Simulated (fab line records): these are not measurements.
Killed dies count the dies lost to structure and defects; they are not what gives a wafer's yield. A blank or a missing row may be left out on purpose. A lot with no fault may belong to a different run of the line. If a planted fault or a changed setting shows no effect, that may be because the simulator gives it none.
What tool caused it?	flow gf180mcu	6 lots with 18 wafers sampled at 4 steps, on a route of 602 steps

## WHAT EACH GAUGE READ, for each wafer
GF_PASSIVATION_THK_MEAS_01.
lot	measured	on	PASSIVATION_CVD_00_THK (nm)
L608	day 28 10:29	film metro-02	998 995 1011
L610	day 29 07:12	film metro-03	991 1010 1014
L615	day 30 19:19	film metro-03	1003 1016 1020
L618	day 32 04:32	film metro-03	992 997 1010
L622	day 33 04:31	film metro-03	984 986 1008
L627	day 33 22:10	film metro-03	1004 1008 1015

## EACH LOT AND THE TOOL THAT RAN IT (in order: tool; ch and the chambers of the sampled wafers; start)
lot	GF_M4_STRIP_17	GF_TOP_METAL_SPUTTER_01	GF_TOP_METAL_STRIP_17
L608	plasma asher-02 ch 0, day 23 18:37	pvd sputter-03, day 27 13:35	plasma asher-01 ch 1, day 28 09:51
L610	plasma asher-02 ch 0,1, day 24 17:28	pvd sputter-03, day 28 11:04	plasma asher-01 ch 0,1, day 29 06:33
L615	plasma asher-02 ch 0,1, day 26 11:54	pvd sputter-03, day 30 00:21	plasma asher-04 ch 0,1, day 30 18:42
L618	plasma asher-02 ch 0,1, day 28 02:17	pvd sputter-01, day 31 10:33	plasma asher-02 ch 0,1, day 32 03:54
L622	plasma asher-02 ch 0,1, day 29 04:34	pvd sputter-03, day 32 10:34	plasma asher-01 ch 0,1, day 33 03:52
L627	plasma asher-03 ch 0,1, day 30 02:28	pvd sputter-02, day 33 04:37	plasma asher-02 ch 0,1, day 33 21:12
- GF_M4_STRIP_17: strips in O2/N2.
- GF_TOP_METAL_SPUTTER_01: material TiN, target thk 30 nm, time 25 s.
- GF_TOP_METAL_STRIP_17: strips in O2/N2.

## THE ANSWER, worked out from the rows above alone
Rule: the usual values come from the lots themselves. The widest of any qualifying gaps counts: lots, ordered by their means at a reading, are off when they make up no more than a third of the lots, leave a main group of 4 or more, and stand apart from it by 3 or more times the standard deviation of that group's means. The tables above print the reading to a certain number of digits; a main group whose means all agree to those digits is not used. A lot without any number at a reading at which 4 lots or more have one is off too. Where the step has rows for the other lots, those lots are counted as sound.
No lot is off on any of the readings shown, so nothing can be concluded from this.

## WHAT THE SIMULATOR HAD INSERTED
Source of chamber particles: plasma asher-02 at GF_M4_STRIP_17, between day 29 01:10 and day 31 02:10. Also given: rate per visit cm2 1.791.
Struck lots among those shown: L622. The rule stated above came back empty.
